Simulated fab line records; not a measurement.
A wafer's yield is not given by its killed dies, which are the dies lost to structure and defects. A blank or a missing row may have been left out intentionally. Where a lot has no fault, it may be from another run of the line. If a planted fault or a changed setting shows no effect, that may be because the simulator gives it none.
Problem report, 8D (eight disciplines) form, completed by code | flow gf180mcu | the parts of the form that need people (team, actions taken, sign-off) are left out

== 1. THE PROBLEM ==
run length s at GF_PASSIVATION_ETCH_11 reads a mean of 543.5 s on 6 wafers of 2 lots; wafers without a fault read 481.6 s with a standard deviation of 0.53. So: +99 or more standard deviations from the usual mean.
The step: etches the open film in CF4/O2, stops on TiN, target depth 2040 nm, time 453.3 s.
First seen on wafer L671.3, day 31 01:41, on rie diel-01. Wafers with a number at this step in the record: 33, from 11 lots. Rule for "out" (also "out of limits"): further than 4 standard deviations from the usual mean. Any other wafer with a number is counted as sound.

== 2. WHAT THIS IS AND IS NOT ==
question                    | is                           | is not
which readings at this step | run length s, oes product au | bias w
which lots                  | L671, L672                   | L664, L665, L668, L669, L677, L680, L682, L685, L686
which wafers of those lots  | all that have a number       | -
read on which tools         | rie diel-01                  | rie diel-03, rie diel-04
when                        | from day 31 01:41            | up to then (12 sound wafers); but 15 sound wafers of L677, L680, L682, L685, L686 came after

== 3. THE SUSPECTS, EACH WITH WHAT RULES IT OUT ==
Counting: a tool stays on the suspect list if, at a process step up to the reading, it processed all lots that are out and no sound lot following the first of them.
- rie diel-02 at GF_V5_ETCH_17 (etches SiO2 in C4F8/O2/Ar, stops on TiN, target depth 855 nm): ruled out as a lasting fault. The sound lots L677, L686 went through it after L671, its earliest lot that is out (day 29 11:55). GF_V5_ETCH_17 gives no start for some lots, so the hours and the order of its lots are those of GF_TOP_METAL_THK_MEAS_06.
- rie diel-01 at GF_PASSIVATION_ETCH_11 (etches the open film in CF4/O2, stops on TiN, target depth 2040 nm, time 453.3 s): ruled out as a lasting fault. The sound lots L685 went through it after L671, its earliest lot that is out (day 31 01:41).
Left after counting: nothing in the record.

== 4. THE CAUSE (what the simulator had put in) ==
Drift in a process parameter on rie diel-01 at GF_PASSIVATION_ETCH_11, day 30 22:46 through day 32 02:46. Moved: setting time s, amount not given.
Counting ruled it out, wrongly.

== 5. SEQUENCE OF EFFECTS, ordered by route ==
Each row: a reading where the mean over the struck wafers with a number is more than 3 standard deviations away from the usual. Readings are gone through only where the record gives a usual standard deviation; hours: the median, over the lots, of the time from a lot's start at the first step in this table giving one to that lot's start at this step; sigmas: the change measured in usual standard deviations.
hours | step                    | reading                  | usual      | on struck wafers | change | sigmas
0     | GF_PASSIVATION_ETCH_11  | oes product au           | 0.989 a.u. | 0.926            | -0.063 | -8.3
0     | GF_PASSIVATION_ETCH_11  | run length s             | 481.6 s    | 543.5            | +61.9  | +99 or more
0     | GF_PASSIVATION_STRIP_12 | strip time to endpoint s | 33.0 s     | 30.7             | -2.3   | -7.1
Here are the process steps it includes:
- GF_PASSIVATION_ETCH_11: etches the open film in CF4/O2, stops on TiN, target depth 2040 nm, time 453.3 s.
- GF_PASSIVATION_STRIP_12: strips in O2/N2.

== 6. WHAT WOULD HAVE CAUGHT IT SOONER ==
First out-of-limits reading in this record: day 31 01:41, which is 3 hours after fault onset at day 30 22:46.
